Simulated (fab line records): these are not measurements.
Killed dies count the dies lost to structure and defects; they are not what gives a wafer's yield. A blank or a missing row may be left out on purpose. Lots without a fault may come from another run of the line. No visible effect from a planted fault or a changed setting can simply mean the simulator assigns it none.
fab line records | flow sky130
record: lots: 6 wafers: 18 last_day: 50
route steps=708 shown POLY_CUT@307 PAD_OPEN@708
lots that met no fault: taken from a fault-free run of the same line
start_h: start of the lot's first displayed wafer, in hours after the record's first day | wait_h: hours elapsed since this lot's preceding step | " as in the row above | L1.1+2: one row covering several wafers at once | - either no value or no given start | * or withheld: withheld | < > ~ a bound
route shown NAME@n: NAME is a module with steps in the file, n the number in the route of the first one | usual: mean/standard deviation of fault-free wafers | same: alike in all rows | chamber/n: place in a boat | sites: per-site readings | _std_site: the values' standard deviation | _edge_site: the outer-site mean with the inner-site mean subtracted | radius_mm: how far each site lies from the wafer's centre | mask NAME#n: copy n | behind: the most recent tool/chamber to have shaped the wafer | hold: what put the lot on hold/how long, in hours/how the hold closed | device: which transistor (n, p or np) failed to switch | end of line: at the end of the route, the tests of the same wafers | a step with no rows: only its recipe | killed: count of dies lost to structure and defects at first sort (not the wafer's yield) | map: a wafer's dies, x killed, . not, _ none there
set.NAME: the setting that was run; set.NAME@STEP: the one run at that earlier step | model.NAME: the simulator's own value behind a step, which no gauge read
a table for each step, a row for each wafer; lots at some steps of the route
services: a tool's chamber out of use, with start hour (start_h, from the record's first day; less than 0 if before it), hours out, and reason
== steps ==
step: SKY_POLY_CUT_DEHYDRATE_00
recipe: temp_c: 200 time_s: 60
step: SKY_POLY_CUT_HMDS_01
recipe: prime_time_s: 60 prime_temp_c: 120
step: SKY_POLY_CUT_COAT_02
recipe: resist: BARC temp_c: withheld time_s: withheld spin_rpm: 3000 resist_thk_nm: 60
step: SKY_POLY_CUT_COAT_03
recipe: resist: KrF-thick spin_rpm: 3000 resist_thk_nm: 450
step: SKY_POLY_CUT_SOFTBAKE_04
recipe: temp_c: 100 time_s: 90 resist: KrF-thick
step: SKY_POLY_CUT_EXPOSE_05
recipe: mask_id: NPCM na: 0.8 source_shape: annular sigma_inner: 0.55 sigma_outer: 0.85 target_cd_nm: 270 dose_mj: 32
step: SKY_POLY_CUT_PEB_06
recipe: peb_temp_c: withheld peb_time_s: withheld resist: KrF-thick
step: SKY_POLY_CUT_DEVELOP_07
recipe: develop_time_s: 60 resist: KrF-thick dev_temp_c: 21
step: SKY_POLY_CUT_CD_MEAS_08
recipe: target_cd_nm: 270
usual: cd_nm: 270.1/1.6
columns lot.wafer tool chamber start_h wait_h cd_nm
L785.1 cd_sem-02 - 648.85 - 270.3
L785.3 " - " " 268.7
L785.6 " - " " 269.7
L787.1 cd_sem-02 - 657.00 - 266.5
L787.4 " - " " 266.6
L787.6 " - " " 267.1
L789.1 cd_sem-02 - 679.80 - 270.5
L789.3 " - " " 269.2
L789.6 " - " " 269.9
L790.1 cd_sem-01 - 690.24 - 271.2
L790.2 " - " " 272.0
L790.5 " - " " 271.4
L796.1 cd_sem-02 - 728.44 - 270.4
L796.2 " - " " 271.8
L796.4 " - " " 270.2
L798.3 cd_sem-02 - 737.89 - 271.3
L798.4 " - " " 270.8
L798.5 " - " " 270.1
step: SKY_POLY_CUT_OVL_MEAS_09
usual: POLY_CUT_OVL: 0/5.5
columns lot.wafer tool chamber start_h wait_h POLY_CUT_OVL[nm]
L785.1 overlay-01 - 648.97 0.1 1
L785.3 " - " " 1
L785.6 " - " " 0
L787.1 overlay-01 - 657.12 0.1 1
L787.4 " - " " 0
L787.6 " - " " -1
L789.1 overlay-02 - 679.92 0.1 -1
L789.3 " - " " -1
L789.6 " - " " -5
L790.1 overlay-02 - 690.36 0.1 -1
L790.2 " - " " -10
L790.5 " - " " -12
L796.1 overlay-02 - 728.56 0.1 -2
L796.2 " - " " -4
L796.4 " - " " 8
L798.3 overlay-02 - 737.98 0.1 -1
L798.4 " - " " -2
L798.5 " - " " 3
step: SKY_POLY_CUT_ETCH_10
recipe: chemistry: N2/H2 target: BARC ion_energy_ev: 200 source_w: 500 bias_w: 100 pressure_mtorr: 30 n2_flow_sccm: 100 h2_flow_sccm: 200 stop_on: SiO2 time_s: 45.9 target_depth_a: 600
usual: drypump_motor_current_A: 5.7/0.4 oes_product_au: 0.855/0.0047 rf_fwd_power_W: 494.6/1.9 throttle_valve_pct: 13.225/0.009
columns lot.wafer tool chamber start_h wait_h drypump_motor_current_A oes_product_au rf_fwd_power_W rf_hours_counter_h throttle_valve_pct
L785.1 rie_diel-01 1 649.01 0.0 6.2 0.850 494.2 1 13.226
L785.3 " 2 " " 5.9 0.856 493.6 20 13.221
L785.6 " 1 " " 6.2 0.849 494.0 - 13.222
L787.1 rie_diel-01 3 657.16 0.0 4.9 0.855 496.3 4 13.239
L787.4 " 0 " " 5.4 0.860 494.1 3 13.217
L787.6 " 2 " " 5.9 0.851 495.7 - 13.224
L789.1 rie_diel-04 2 679.96 0.0 5.6 0.864 492.9 3 13.207
L789.3 " 3 " " 5.9 0.851 492.3 1 13.225
L789.6 " 2 " " 5.6 0.864 495.2 - 13.207
L790.1 rie_diel-04 0 690.39 0.0 6.0 0.857 496.8 12 13.218
L790.2 " 2 " " 5.6 0.853 496.0 3 13.231
L790.5 " 2 " " 5.6 0.856 493.2 - 13.220
L796.1 rie_diel-03 0 728.59 0.0 5.3 0.859 495.7 7 13.241
L796.2 " 3 " " 5.1 0.860 494.6 2 13.212
L796.4 " 1 " " 5.6 0.850 494.1 11 13.234
L798.3 rie_diel-01 0 738.01 0.0 5.4 0.849 499.0 5 13.240
L798.4 " 2 " " 5.8 0.857 494.1 22 13.228
L798.5 " 2 " " 5.9 0.856 493.2 - 13.225
step: SKY_POLY_CUT_ETCH_11
recipe: target: Si3N4 chemistry: CF4/CH2F2/Ar stop_on: poly-Si source_w: 600 bias_w: 150 pressure_mtorr: 40 cf4_flow_sccm: 40 ch2f2_flow_sccm: 20 Ar_flow_sccm: 150 time_s: 42.5 target_depth_a: 600
usual: ch2f2_flow_sccm: 20.00/0.059 drypump_motor_current_A: 5.6/0.4 oes_product_au: 0.834/0.0062 rf_fwd_power_W: 593.2/2.3 throttle_valve_pct: 14.996/0.0094
columns lot.wafer tool chamber start_h wait_h ch2f2_flow_sccm drypump_motor_current_A oes_product_au rf_fwd_power_W rf_hours_counter_h throttle_valve_pct
L785.1 rie_diel-01 1 649.05 0.0 20.03 6.1 0.843 596.4 1 14.997
L785.3 " 2 " " 19.99 5.9 0.839 588.5 20 14.981
L785.6 " 1 " " 20.01 6.2 0.833 597.3 - 15.005
L787.1 rie_diel-01 3 657.20 0.0 19.97 5.0 0.833 593.9 4 15.019
L787.4 " 0 " " 19.98 5.3 0.842 596.7 3 15.003
L787.6 " 2 " " 19.98 5.9 0.827 592.4 - 15.014
L789.1 rie_diel-04 2 680.00 0.0 20.10 5.6 0.831 593.7 3 14.994
L789.3 " 3 " " 19.96 5.8 0.831 590.5 1 14.997
L789.6 " 2 " " 20.06 5.6 0.831 591.9 - 14.989
L790.1 rie_diel-04 0 690.44 0.0 20.08 6.0 0.828 592.7 12 14.995
L790.2 " 2 " " 20.04 5.5 0.828 594.0 3 14.986
L790.5 " 2 " " 20.09 5.6 0.823 594.8 - 14.999
L796.1 rie_diel-03 0 728.64 0.0 20.02 5.3 0.841 591.2 7 14.987
L796.2 " 3 " " 19.95 5.0 0.838 593.1 2 14.985
L796.4 " 1 " " 19.97 5.6 0.841 594.6 11 14.997
L798.3 rie_diel-01 0 738.05 0.0 20.02 5.3 0.837 593.6 5 14.988
L798.4 " 2 " " 19.91 5.9 0.832 589.8 22 14.991
L798.5 " 2 " " 19.98 5.9 0.832 592.2 - 15.017
step: SKY_POLY_CUT_STRIP_12
recipe: chemistry: O2/N2 power_w: 1400 pressure_mtorr: 1500 platen_temp_c: withheld o2_flow_sccm: 3000 n2_flow_sccm: 300 overash_fraction: 0.5
usual: chamber_pressure_mTorr: 1500.1/1.3 drypump_motor_current_A: 5.6/0.51 oes_product_au: 0.452/0.0042 overash_fraction: 0.5/0 strip_time_to_endpoint_s: 5.362/0.022
columns lot.wafer tool chamber start_h wait_h chamber_pressure_mTorr drypump_motor_current_A oes_product_au overash_fraction rf_hours_counter_h strip_time_to_endpoint_s model.KrF-thick_of_POLY_CUT_COAT_03.thk_nm
L785.1 plasma_asher-03 0 649.09 0.0 - - - - - - 410.6
L785.3 " 0 " " - - - - - - 411.3
L785.6 " 1 " " - - - - - - 412.2
L787.1 plasma_asher-03 1 657.24 0.0 - - - - - - 407.9
L787.4 " 1 " " - - - - - - 408.3
L787.6 " 0 " " - - - - - - 407.8
L789.1 plasma_asher-03 1 680.04 0.0 1499.2 4.9 0.454 0.5 24 5.351 0
L789.3 " 0 " " 1501.1 6.3 0.461 0.5 - 5.352 0
L789.6 " 0 " " 1501.2 6.3 0.447 0.5 - 5.371 0
L790.1 plasma_asher-03 1 690.48 0.0 1501.3 4.9 0.456 0.5 25 5.374 0
L790.2 " 0 " " 1501.2 6.2 0.445 0.5 25 5.384 0
L790.5 " 0 " " 1500.1 6.2 0.448 0.5 - 5.393 0
L796.1 plasma_asher-01 1 728.68 0.0 1500.7 5.8 0.443 0.5 89 5.329 0
L796.2 " 0 " " 1500.7 5.2 0.454 0.5 89 5.362 0
L796.4 " 1 " " 1498.0 5.8 0.450 0.5 - 5.336 0
L798.3 plasma_asher-04 0 738.12 0.1 1499.7 5.6 0.452 0.5 - 5.352 0
L798.4 " 1 " " 1499.6 5.8 0.455 0.5 - 5.370 0
L798.5 " 0 " " 1498.6 5.5 0.451 0.5 - 5.355 0
step: SKY_PAD_OPEN_PROBE_99
usual: killed_at_M0_to_M3: 43/6.8 killed_at_M4_up: 3.2/1.8 killed_at_contacts: 24/5.2 killed_at_front_end: 15/4.2 killed_at_other: 0.4/0.62 killed_dies: 85/8.7 killed_on_rim: 17/3.7 killed_open: 46/6.7 killed_short: 39/5.9
same: gross_dies: 492 killed_at_back_side: 0
columns lot.wafer tool chamber start_h wait_h killed_at_M0_to_M3 killed_at_M4_up killed_at_contacts killed_at_front_end killed_at_other killed_dies killed_on_rim killed_open killed_short
L785.1 prober-02 - 1139.61 0.1 33 9 30 420 0 492 96 51 34
L785.3 prober-02 - 1139.71 0.2 39 5 29 418 1 492 96 53 37
L785.6 prober-02 - 1139.86 0.2 51 2 23 416 0 492 96 57 34
L787.1 prober-01 - 1139.70 0.1 49 2 27 412 2 492 96 60 37
L787.4 prober-01 - 1139.85 0.2 49 5 26 412 0 492 96 57 43
L787.6 prober-01 - 1139.95 0.2 38 4 20 430 0 492 96 44 38
L789.1 prober-02 - 1154.46 0.1 30 5 20 21 0 76 13 40 36
L789.3 prober-02 - 1154.56 0.2 36 1 22 7 2 68 14 39 27
L789.6 prober-02 - 1154.71 0.2 39 3 23 19 1 85 19 46 38
L790.1 prober-01 - 1162.77 0.1 43 4 19 12 0 78 16 45 33
L790.2 prober-01 - 1162.82 0.1 52 4 20 14 0 90 24 45 45
L790.5 prober-01 - 1162.97 0.2 43 1 18 18 0 80 15 48 32
L796.1 prober-01 - 1187.36 0.1 35 3 21 17 0 76 15 44 32
L796.2 prober-01 - 1187.41 0.1 46 4 23 9 0 82 16 45 37
L796.4 prober-01 - 1187.51 0.2 56 3 23 14 0 96 19 46 49
L798.3 prober-01 - 1191.26 0.2 45 1 20 17 1 84 20 51 32
L798.4 prober-01 - 1191.31 0.2 48 5 18 10 0 81 20 47 34
L798.5 prober-01 - 1191.36 0.2 27 1 19 17 1 65 15 37 27
killed by level:class
L785.1 SD_P:area_strip=406 CONTACT:geometric_particle:open=14 VIA1:geometric_particle:open=11 CONTACT:geometric_particle:short=6 VIA1:geometric_particle:short=5 METAL4:geometric_particle:short=5 FIELD_ISO:geometric_particle:open=4 POLY_GATE:geometric_particle:open=4
L787.1 SD_P:area_strip=394 CONTACT:geometric_particle:open=12 LI_CONTACT:geometric_particle:open=10 VIA1:geometric_particle:open=9 VIA3:geometric_particle:open=9 METAL2:geometric_particle:short=6 METAL1:geometric_particle:short=5 VIA2:geometric_particle:open=5
L785.3 SD_P:area_strip=400 CONTACT:geometric_particle:open=13 VIA1:geometric_particle:open=8 VIA2:geometric_particle:open=8 VIA3:geometric_particle:open=7 LOCAL_INTERCONNECT:geometric_particle:short=5 POLY_GATE:geometric_particle:open=4 POLY_GATE:geometric_particle:short=4
L787.4 SD_P:area_strip=392 VIA1:geometric_particle:open=15 CONTACT:geometric_particle:open=10 LI_CONTACT:geometric_particle:open=9 FIELD_ISO:geometric_particle:open=8 METAL2:geometric_particle:short=6 FIELD_ISO:geometric_particle:short=5 VIA1:geometric_particle:short=5
L785.6 SD_P:area_strip=401 VIA3:geometric_particle:open=10 CONTACT:geometric_particle:open=9 VIA1:geometric_particle:open=9 LI_CONTACT:geometric_particle:open=7 FIELD_ISO:geometric_particle:open=6 METAL1:geometric_particle:short=6 VIA1:geometric_particle:short=6
L787.6 SD_P:area_strip=410 VIA3:geometric_particle:open=9 POLY_GATE:geometric_particle:open=7 CONTACT:geometric_particle:open=7 FIELD_ISO:geometric_particle:short=6 CONTACT:geometric_particle:short=6 LI_CONTACT:geometric_particle:open=5 VIA1:geometric_particle:short=5
L789.1 VIA1:geometric_particle:short=8 FIELD_ISO:geometric_particle:open=7 LI_CONTACT:geometric_particle:open=7 CONTACT:geometric_particle:open=7 VIA1:geometric_particle:open=7 VIA2:geometric_particle:open=4 FIELD_ISO:geometric_particle:short=3 POLY_CUT:geometric_particle:short=3
L789.3 LI_CONTACT:geometric_particle:open=9 VIA1:geometric_particle:open=9 VIA2:geometric_particle:open=8 CONTACT:geometric_particle:open=6 CONTACT:geometric_particle:short=4 POLY_GATE:geometric_particle:short=3 VIA1:geometric_particle:short=3 METAL2:geometric_particle:short=3
L789.6 VIA1:geometric_particle:open=8 FIELD_ISO:geometric_particle:open=6 LI_CONTACT:geometric_particle:open=6 CONTACT:geometric_particle:open=6 VIA2:geometric_particle:open=6 LI_CONTACT:geometric_particle:short=5 METAL1:geometric_particle:open=5 VIA1:geometric_particle:short=5
L790.1 VIA1:geometric_particle:open=10 CONTACT:geometric_particle:short=8 VIA3:geometric_particle:open=8 CONTACT:geometric_particle:open=7 METAL2:geometric_particle:short=6 VIA2:geometric_particle:open=5 VIA1:geometric_particle:short=4 FIELD_ISO:geometric_particle:short=3
L790.2 METAL2:geometric_particle:short=11 VIA1:geometric_particle:short=10 VIA1:geometric_particle:open=10 LI_CONTACT:geometric_particle:open=6 FIELD_ISO:geometric_particle:open=5 CONTACT:geometric_particle:open=5 METAL1:geometric_particle:short=4 METAL2:geometric_particle:open=4
L790.5 VIA1:geometric_particle:open=9 VIA3:geometric_particle:open=8 LI_CONTACT:geometric_particle:open=8 CONTACT:geometric_particle:open=6 VIA3:geometric_particle:short=5 FIELD_ISO:geometric_particle:open=4 VIA2:geometric_particle:short=4 FIELD_ISO:geometric_particle:short=3
L796.1 LI_CONTACT:geometric_particle:open=7 VIA1:geometric_particle:open=7 CONTACT:geometric_particle:open=6 FIELD_ISO:geometric_particle:short=5 POLY_GATE:geometric_particle:open=4 METAL1:geometric_particle:short=4 METAL2:geometric_particle:short=4 VIA2:geometric_particle:short=4
L796.2 VIA3:geometric_particle:open=12 VIA1:geometric_particle:open=10 METAL2:geometric_particle:short=7 LOCAL_INTERCONNECT:geometric_particle:short=6 FIELD_ISO:geometric_particle:short=5 LI_CONTACT:geometric_particle:open=5 CONTACT:geometric_particle:open=5 VIA1:geometric_particle:short=5
L796.4 VIA1:geometric_particle:open=11 VIA1:geometric_particle:short=8 LI_CONTACT:geometric_particle:open=7 VIA3:geometric_particle:short=7 CONTACT:geometric_particle:open=6 VIA2:geometric_particle:open=6 METAL2:geometric_particle:short=6 VIA3:geometric_particle:open=6
L798.3 CONTACT:geometric_particle:open=12 VIA3:geometric_particle:open=10 VIA2:geometric_particle:open=7 VIA1:geometric_particle:open=7 FIELD_ISO:geometric_particle:short=5 FIELD_ISO:geometric_particle:open=4 LI_CONTACT:geometric_particle:open=4 VIA2:geometric_particle:short=4
L798.4 VIA3:geometric_particle:open=10 VIA1:geometric_particle:open=9 VIA2:geometric_particle:open=9 CONTACT:geometric_particle:open=8 LI_CONTACT:geometric_particle:open=6 FIELD_ISO:geometric_particle:short=5 METAL4:geometric_particle:short=5 VIA1:geometric_particle:short=4
L798.5 LI_CONTACT:geometric_particle:open=10 VIA2:geometric_particle:open=6 CONTACT:geometric_particle:short=4 VIA1:geometric_particle:open=4 VIA3:geometric_particle:open=4 FIELD_ISO:geometric_particle:short=3 POLY_GATE:geometric_particle:short=3 SPACER:geometric_particle:open=3
map L785.1 (x killed, . not)
__________xxxxxxxxxx_________
________xxxxxxxxxxxxxx_______
______xxxxxxxxxxxxxxxxxx_____
_____xxxxxxxxxxxxxxxxxxxx____
____xxxxxxxxxxxxxxxxxxxxxx___
___xxxxxxxxxxxxxxxxxxxxxxxx__
__xxxxxxxxxxxxxxxxxxxxxxxxxx_
_xxxxxxxxxxxxxxxxxxxxxxxxxxxx
_xxxxxxxxxxxxxxxxxxxxxxxxxxxx
_xxxxxxxxxxxxxxxxxxxxxxxxxxxx
_xxxxxxxxxxxxxxxxxxxxxxxxxxxx
_xxxxxxxxxxxxxxxxxxxxxxxxxxxx
_xxxxxxxxxxxxxxxxxxxxxxxxxxxx
_xxxxxxxxxxxxxxxxxxxxxxxxxxxx
_xxxxxxxxxxxxxxxxxxxxxxxxxxxx
__xxxxxxxxxxxxxxxxxxxxxxxxxx_
___xxxxxxxxxxxxxxxxxxxxxxxx__
____xxxxxxxxxxxxxxxxxxxxxx___
_____xxxxxxxxxxxxxxxxxxxx____
______xxxxxxxxxxxxxxxxxx_____
________xxxxxxxxxxxxxx_______
__________xxxxxxxxxx_________
map L787.1 (x killed, . not)
__________xxxxxxxxxx_________
________xxxxxxxxxxxxxx_______
______xxxxxxxxxxxxxxxxxx_____
_____xxxxxxxxxxxxxxxxxxxx____
____xxxxxxxxxxxxxxxxxxxxxx___
___xxxxxxxxxxxxxxxxxxxxxxxx__
__xxxxxxxxxxxxxxxxxxxxxxxxxx_
_xxxxxxxxxxxxxxxxxxxxxxxxxxxx
_xxxxxxxxxxxxxxxxxxxxxxxxxxxx
_xxxxxxxxxxxxxxxxxxxxxxxxxxxx
_xxxxxxxxxxxxxxxxxxxxxxxxxxxx
_xxxxxxxxxxxxxxxxxxxxxxxxxxxx
_xxxxxxxxxxxxxxxxxxxxxxxxxxxx
_xxxxxxxxxxxxxxxxxxxxxxxxxxxx
_xxxxxxxxxxxxxxxxxxxxxxxxxxxx
__xxxxxxxxxxxxxxxxxxxxxxxxxx_
___xxxxxxxxxxxxxxxxxxxxxxxx__
____xxxxxxxxxxxxxxxxxxxxxx___
_____xxxxxxxxxxxxxxxxxxxx____
______xxxxxxxxxxxxxxxxxx_____
________xxxxxxxxxxxxxx_______
__________xxxxxxxxxx_________
== services ==
columns tool chamber start_h hours kind
rie_diel-04 1 629.21 5.6 repair
rie_diel-01 2 629.42 3.9 repair
plasma_asher-04 - 643.86 1.8 repair
rie_diel-04 1 652.28 - clean
rie_diel-04 1 652.28 23.8 scheduled_down
rie_diel-04 1 652.28 23.8 vent_cycle
rie_diel-03 - 661.51 2.8 pm
rie_diel-03 - 670.20 2.0 repair
rie_diel-03 - 670.23 0.6 repair
plasma_asher-01 - 682.50 3.4 repair
rie_diel-03 0 689.35 6.7 repair
rie_diel-03 3 694.04 31.4 repair
plasma_asher-04 - 703.84 1.4 repair
rie_diel-03 1 736.12 4.1 repair
rie_diel-01 - 736.70 1.1 repair
rie_diel-03 3 737.14 10.1 repair
== key ==
first_sign: step: SKY_POLY_CUT_STRIP_12 reading: tool_record direction: missing
effect: step: SKY_PAD_OPEN_PROBE_99 reading: killed_at_front_end direction: up sigmas: 96 usual: 15 struck: 418
model_effect: step: SKY_POLY_CUT_STRIP_12 value: KrF-thick_of_POLY_CUT_COAT_03.thk_nm without: 0 struck: 409.7
more_kills_born_at: SKY_POLY_CUT_STRIP_12@plasma_asher-03: 2403
met_at SKY_POLY_CUT_STRIP_12
struck_wafers L785.1,L785.3,L785.6,L787.1,L787.4,L787.6
later_rows_left_out L785.1,L785.3,L785.6,L787.1,L787.4,L787.6
tester_left_out L785,L787
fault: kind: skipped_step_whole tool: plasma_asher-03 chamber: - onset_h: 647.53 steps: SKY_POLY_CUT_STRIP_12 scope: struck_lots_only
tester_left_out: of these lots the tester's yield and bins aren't shown, on N5 and GAA mostly nor the transistor test; their killed dies are dies lost to structure and defects alone, not to doping, threshold or leakage, so they don't give the yield
later_rows_left_out: the simulator's readings of these wafers behind a module that went badly wrong aren't trusted and aren't shown, but for the sort
